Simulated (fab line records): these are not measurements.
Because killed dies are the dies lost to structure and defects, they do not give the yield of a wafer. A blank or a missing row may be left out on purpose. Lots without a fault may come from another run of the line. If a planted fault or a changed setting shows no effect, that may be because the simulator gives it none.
The tool behind it: which one? :: flow gf180mcu :: 18 wafers from 6 lots sampled at 2 of the route's 602 steps

== WHAT EACH GAUGE READ, for each wafer ==
GF_PSD_RS_MEAS_14: measurement is done with a four-point probe.
lot: L758
measured: day 14 13:05
on: film-metro-02
NSD_RS (ohm/sq): 46.08 46.13 46.21

lot: L765
measured: day 17 06:28
on: film-metro-03
NSD_RS (ohm/sq): 46.16 46.13 46.11

lot: L767
measured: day 17 22:00
on: film-metro-03
NSD_RS (ohm/sq): 45.99 45.94 45.98

lot: L776
measured: day 21 02:55
on: film-metro-04
NSD_RS (ohm/sq): 46.28 46.31 46.34

lot: L778
measured: day 21 14:46
on: film-metro-04
NSD_RS (ohm/sq): 46.04 46.21 46.19

lot: L780
measured: day 22 12:19
on: film-metro-02
NSD_RS (ohm/sq): 46.07 45.99 46.08

== TOOL THAT RAN EACH LOT (tool first, then ch and the chambers of the sampled wafers, then the start) ==
lot: L758
GF_PSD_RTA_13: rtp-anneal-02 ch 0, day 14 12:59

lot: L765
GF_PSD_RTA_13: rtp-anneal-02 ch 0, day 17 06:22

lot: L767
GF_PSD_RTA_13: rtp-anneal-01 ch 0, day 17 21:54

lot: L776
GF_PSD_RTA_13: rtp-anneal-02 ch 0, day 21 02:50

lot: L778
GF_PSD_RTA_13: rtp-anneal-02 ch 0, day 21 14:41

lot: L780
GF_PSD_RTA_13: rtp-anneal-02 ch 0, day 22 12:14
- GF_PSD_RTA_13: time 20 s.

== THE ANSWER, worked out from the rows above alone ==
Rule: the lots themselves supply what counts as usual. Put in order of their means at a reading, lots are off if they are a third of the lots or fewer, leave a main group of 4 or more, and stand apart from it by a gap of 3 or more times the standard deviation of the main group's means; of several such gaps the widest counts. The tables above print the reading to a certain number of digits; a main group whose means all agree to those digits is not used. Also off: a lot with no number at a reading for which 4 or more lots have one. Any other lot the step has rows for is counted as sound.
Across all readings shown, no lot is off: no conclusion can be drawn from this.

== WHAT HAD BEEN PUT IN BY THE SIMULATOR ==
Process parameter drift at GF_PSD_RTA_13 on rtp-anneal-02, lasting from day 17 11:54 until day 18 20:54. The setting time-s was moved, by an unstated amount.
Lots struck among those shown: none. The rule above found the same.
